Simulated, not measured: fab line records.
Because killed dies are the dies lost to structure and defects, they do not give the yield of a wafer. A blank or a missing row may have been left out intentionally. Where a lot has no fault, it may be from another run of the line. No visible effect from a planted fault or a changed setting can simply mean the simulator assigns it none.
Check for tools in common	flow gf180mcu	12 lots, 42 wafers sampled

== REASON FOR OPENING ==
At GF_POLY_GATE_THK_MEAS_01 the reading POLY_GATE_CVD_00_THK is flagged on 2 of 12 lots. No-fault wafers: 199.7 nm, standard deviation 1.9.
Rule: flag the lot when none of its wafers has a number, or when each of its wafers that has one lies beyond 4 standard deviations from that mean. As for the other lots, they are considered sound.

lot	measured	on	POLY_GATE_CVD_00_THK (nm), wafer by wafer	flag
L159	day 8 13:17	filmMetro-02	204.2 205.1 204.0	
L164	day 10 04:59	filmMetro-04	201.3 200.3 199.9	
L165	day 10 11:23	filmMetro-03	202.2 201.7 200.5	
L167	day 10 19:23	filmMetro-02	198.2 199.8 200.0	
L168	day 11 07:35	filmMetro-03	201.2 202.7 200.7	
L171	day 12 03:33	filmMetro-03	199.5 199.8 200.5	
L173	day 12 15:24	filmMetro-03	199.6 199.5 200.2	
L176	day 13 10:41	filmMetro-02	200.0 198.6 197.7	
L177	day 13 17:58	filmMetro-03	139.2 140.0 139.2 139.1 139.9 139.2	FLAGGED
L178	day 14 06:07	filmMetro-02	138.9 137.6 139.7 138.9 137.5 139.6	FLAGGED
L180	day 14 17:53	filmMetro-04	199.7 198.0 197.6	
L181	day 15 00:10	filmMetro-03	198.7 196.0 198.0	
The numbers of the flagged lots are 139.1 nm on average: -60.6 nm against the usual, or -32 standard deviations.

== EACH LOT AND THE TOOL IT RAN ON ==
The record keeps 1 process step preceding the reading, out of 602 steps on the route. Read each cell as the tool, then ch plus the chambers that the sampled wafers visited, then the start.
lot	flag	GF_POLY_GATE_CVD_00
L159		lpcvd-02 ch 1, day 8 11:57
L164		lpcvd-02 ch 1, day 10 03:40
L165		lpcvd-02 ch 1, day 10 09:22
L167		lpcvd-01 ch 1, day 10 18:01
L168		lpcvd-02 ch 1, day 11 06:14
L171		lpcvd-02 ch 0, day 12 02:12
L173		lpcvd-01 ch 1, day 12 14:04
L176		lpcvd-01 ch 0, day 13 09:22
L177	FLAGGED	lpcvd-02 ch 1, day 13 16:37
L178	FLAGGED	lpcvd-02 ch 1, day 14 04:46
L180		lpcvd-01 ch 0, day 14 16:32
L181		lpcvd-01 ch 0, day 14 22:50
What the steps here do:
- GF_POLY_GATE_CVD_00: deposits poly-Si, target thk 200 nm, time 1200 s.
- GF_POLY_GATE_THK_MEAS_01

== FLAGGED AGAINST TOTAL, ONE TOOL AT A TIME (gauges that did the reading follow at the end) ==
step	tool	lots run	flagged	share of the flagged lots	sound lots run after its first flagged lot
GF_POLY_GATE_CVD_00	lpcvd-01	5	0	none	-
GF_POLY_GATE_CVD_00	lpcvd-02	7	2	all	0
GF_POLY_GATE_THK_MEAS_01	filmMetro-02	4	1	some	0
GF_POLY_GATE_THK_MEAS_01	filmMetro-03	6	1	some	1 (L181)
GF_POLY_GATE_THK_MEAS_01	filmMetro-04	2	0	none	-

== WHAT THE TABLE PERMITS ==
In the table, 1 row covers all flagged lots: lpcvd-02 at GF_POLY_GATE_CVD_00.
- lpcvd-02 at GF_POLY_GATE_CVD_00 ran 7 lots, 2 of them flagged. Its last sound lot is L171 (day 12 02:12), its first flagged lot L177 (day 13 16:37): a fault that began between those two fits. Its own readings lie more than 4 standard deviations out on every wafer of the flagged lots: pressureMtorr.
lpcvd-02 at GF_POLY_GATE_CVD_00 is the single tool remaining.

== WHAT THE SIMULATOR HAD INSERTED ==
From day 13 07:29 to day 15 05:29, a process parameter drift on lpcvd-02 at GF_POLY_GATE_CVD_00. The setting pressureMtorr was moved by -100, starting from 200. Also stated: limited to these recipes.
Lots struck among those shown: L177, L178. The rule given above showed the same thing.
